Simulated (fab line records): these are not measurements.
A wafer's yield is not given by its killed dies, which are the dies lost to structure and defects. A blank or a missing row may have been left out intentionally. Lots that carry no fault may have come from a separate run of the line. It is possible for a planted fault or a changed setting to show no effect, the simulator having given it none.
The tool behind it: which one? + flow gf180mcu + 14 lots with 41 wafers sampled at 4 steps, on a route of 602 steps

WHAT THE GAUGES READ, wafer by wafer
GF_V5_BOW_MEAS_05. Usual: V5_BOW 136 um, standard deviation 9.
| lot  | measured     | on           | V5_BOW (um) | flag |
|------|--------------|--------------|-------------|------|
| L870 | day 26 13:33 | filmMetro-03 | 135 142 138 |      |
| L871 | day 26 20:42 | filmMetro-01 | 133 133 133 |      |
| L873 | day 27 12:43 | filmMetro-02 | 125 139 132 |      |
| L875 | day 27 21:49 | filmMetro-01 | 132 130 134 |      |
| L876 | day 28 10:47 | filmMetro-01 | 138 138 132 |      |
| L877 | day 29 00:23 | filmMetro-03 | 152 138     |      |
| L878 | day 29 01:15 | filmMetro-01 | 128 120 130 |      |
| L879 | day 29 03:12 | filmMetro-01 | 129 136 143 |      |
| L880 | day 29 12:53 | filmMetro-02 | 144 136 142 |      |
| L888 | day 31 21:33 | filmMetro-02 | 140 146 140 |      |
| L889 | day 31 22:20 | filmMetro-02 | 123 126 124 |      |
| L890 | day 32 02:13 | filmMetro-03 | 137 126 133 |      |
| L891 | day 32 12:03 | filmMetro-02 | 123 107 134 |      |
| L893 | day 32 23:02 | filmMetro-02 | 145 136 143 |      |

GF_PASSIVATION_THK_MEAS_03. Usual: PASSIVATION_CVD_02_THK 700 nm, standard deviation 8.9.
| lot  | measured     | on           | PASSIVATION_CVD_02_THK (nm) | flag |
|------|--------------|--------------|-----------------------------|------|
| L870 | day 28 09:20 | filmMetro-03 | 681 712 700                 |      |
| L871 | day 28 15:06 | filmMetro-01 | 694 689 703                 |      |
| L873 | day 29 07:36 | filmMetro-04 | 688 693 704                 |      |
| L875 | day 29 16:29 | filmMetro-01 | 705 710 704                 |      |
| L876 | day 30 04:50 | filmMetro-04 | 704 717 707                 |      |
| L877 | day 30 17:30 | filmMetro-04 | 696 701                     |      |
| L878 | day 30 17:52 | filmMetro-03 | 705 677 691                 |      |
| L879 | day 30 19:13 | filmMetro-01 | 695 691 711                 |      |
| L880 | day 31 04:48 | filmMetro-03 | 703 704 707                 |      |
| L888 | day 33 08:28 | filmMetro-04 | 710 711 707                 |      |
| L889 | day 33 09:06 | filmMetro-04 | 702 690 710                 |      |
| L890 | day 33 13:40 | filmMetro-03 | 702 689 701                 |      |
| L891 | day 33 22:00 | filmMetro-04 | 697 705 715                 |      |
| L893 | day 34 09:10 | filmMetro-01 | 682 707 704                 |      |

TOOL THAT RAN EACH LOT (tool first, then ch and the chambers of the sampled wafers, then the start)
| lot  | GF_MIM_METAL_ETCH_19             | GF_V5_CVD_23                 |
|------|----------------------------------|------------------------------|
| L870 | rieMetal-03 ch 1, day 25 14:24   | cvdW-02 ch 0,1, day 27 11:34 |
| L871 | rieMetal-02 ch 0,1, day 25 22:18 | cvdW-01 ch 0,1, day 27 17:16 |
| L873 | rieMetal-03 ch 0,1, day 26 14:05 | cvdW-01 ch 0,1, day 28 10:05 |
| L875 | rieMetal-02 ch 0,1, day 26 22:58 | cvdW-01 ch 0,1, day 28 18:38 |
| L876 | rieMetal-02 ch 0,1, day 27 12:30 | cvdW-02 ch 0,1, day 29 07:44 |
| L877 | rieMetal-02 ch 0,1, day 28 02:32 | cvdW-02 ch 0,1, day 29 20:25 |
| L878 | rieMetal-02 ch 0,1, day 28 04:14 | cvdW-02 ch 0,1, day 29 21:06 |
| L879 | rieMetal-03 ch 0, day 28 05:09   | cvdW-01 ch 0,1, day 29 22:41 |
| L880 | rieMetal-02 ch 0,1, day 28 15:48 | cvdW-02 ch 0,1, day 30 08:45 |
| L888 | rieMetal-03 ch 0,1, day 31 01:48 | cvdW-01 ch 1, day 32 14:40   |
| L889 | rieMetal-03 ch 0,1, day 31 02:44 | cvdW-02 ch 0,1, day 32 16:01 |
| L890 | rieMetal-03 ch 0,1, day 31 07:00 | cvdW-02 ch 0,1, day 32 19:56 |
| L891 | rieMetal-02 ch 0,1, day 31 17:18 | cvdW-01 ch 0,1, day 33 05:03 |
| L893 | rieMetal-02 ch 0,1, day 32 04:22 | cvdW-02 ch 0,1, day 33 16:04 |
- GF_MIM_METAL_ETCH_19: etches the open film in Cl2/BCl3, stops on Si3N4, target depth 324.5 nm, time 54.1 s.
- GF_V5_CVD_23: deposits W, target thk 350 nm, time 104.9 s.

WHAT THE TOOLS THEMSELVES READ (means of the sampled wafers that have a number; where no wafer has one, the mark that the record gives instead)
GF_MIM_METAL_ETCH_19. Usual: drypumpMotorCurrentA 5.8 A, standard deviation 0.55; oesProductAu 0.940 a.u., standard deviation 0.0069; throttleValvePct 28.285 %, standard deviation 0.011.
| lot  | tool        | drypumpMotorCurrentA (A) | oesProductAu (a.u.) | throttleValvePct (%) | flag |
|------|-------------|--------------------------|---------------------|----------------------|------|
| L870 | rieMetal-03 | 4.9                      | 0.945               | 28.281               |      |
| L871 | rieMetal-02 | 6.0                      | 0.942               | 28.280               |      |
| L873 | rieMetal-03 | 5.4                      | 0.935               | 28.279               |      |
| L875 | rieMetal-02 | 6.0                      | 0.938               | 28.283               |      |
| L876 | rieMetal-02 | 5.9                      | 0.934               | 28.290               |      |
| L877 | rieMetal-02 | 6.1                      | 0.944               | 28.267               |      |
| L878 | rieMetal-02 | 6.2                      | 0.932               | 28.282               |      |
| L879 | rieMetal-03 | 6.4                      | 0.940               | 28.294               |      |
| L880 | rieMetal-02 | 6.2                      | 0.935               | 28.281               |      |
| L888 | rieMetal-03 | 5.9                      | 0.948               | 28.289               |      |
| L889 | rieMetal-03 | 5.9                      | 0.945               | 28.272               |      |
| L890 | rieMetal-03 | 5.3                      | 0.942               | 28.282               |      |
| L891 | rieMetal-02 | 6.2                      | 0.935               | 28.295               |      |
| L893 | rieMetal-02 | 6.0                      | 0.940               | 28.279               |      |

GF_V5_CVD_23. Usual: heaterPowerW 871 W, standard deviation 73.
| lot  | tool    | heaterPowerW (W) | flag |
|------|---------|------------------|------|
| L870 | cvdW-02 | 918              |      |
| L871 | cvdW-01 | 862              |      |
| L873 | cvdW-01 | 871              |      |
| L875 | cvdW-01 | 822              |      |
| L876 | cvdW-02 | 875              |      |
| L877 | cvdW-02 | 884              |      |
| L878 | cvdW-02 | 875              |      |
| L879 | cvdW-01 | 826              |      |
| L880 | cvdW-02 | 886              |      |
| L888 | cvdW-01 | 937              |      |
| L889 | cvdW-02 | 879              |      |
| L890 | cvdW-02 | 870              |      |
| L891 | cvdW-01 | 830              |      |
| L893 | cvdW-02 | 922              |      |

THE ANSWER, worked out from the rows above alone
Rule: lot off if the mean of its wafers having a number is beyond 3 standard deviations from the usual mean. A lot without any number at a reading at which 4 lots or more have one is off too. Where the step has rows for the other lots, those lots are counted as sound. First the gauges in route order, then the tools' own readings, where a lot's mean is used as printed above. The first step at which some lot is off is used, and at that step the reading that is off furthest; a lot without a number counts as furthest.
Nothing can be told from this: no lot is off at any reading shown.

WHAT THE SIMULATOR PUT IN
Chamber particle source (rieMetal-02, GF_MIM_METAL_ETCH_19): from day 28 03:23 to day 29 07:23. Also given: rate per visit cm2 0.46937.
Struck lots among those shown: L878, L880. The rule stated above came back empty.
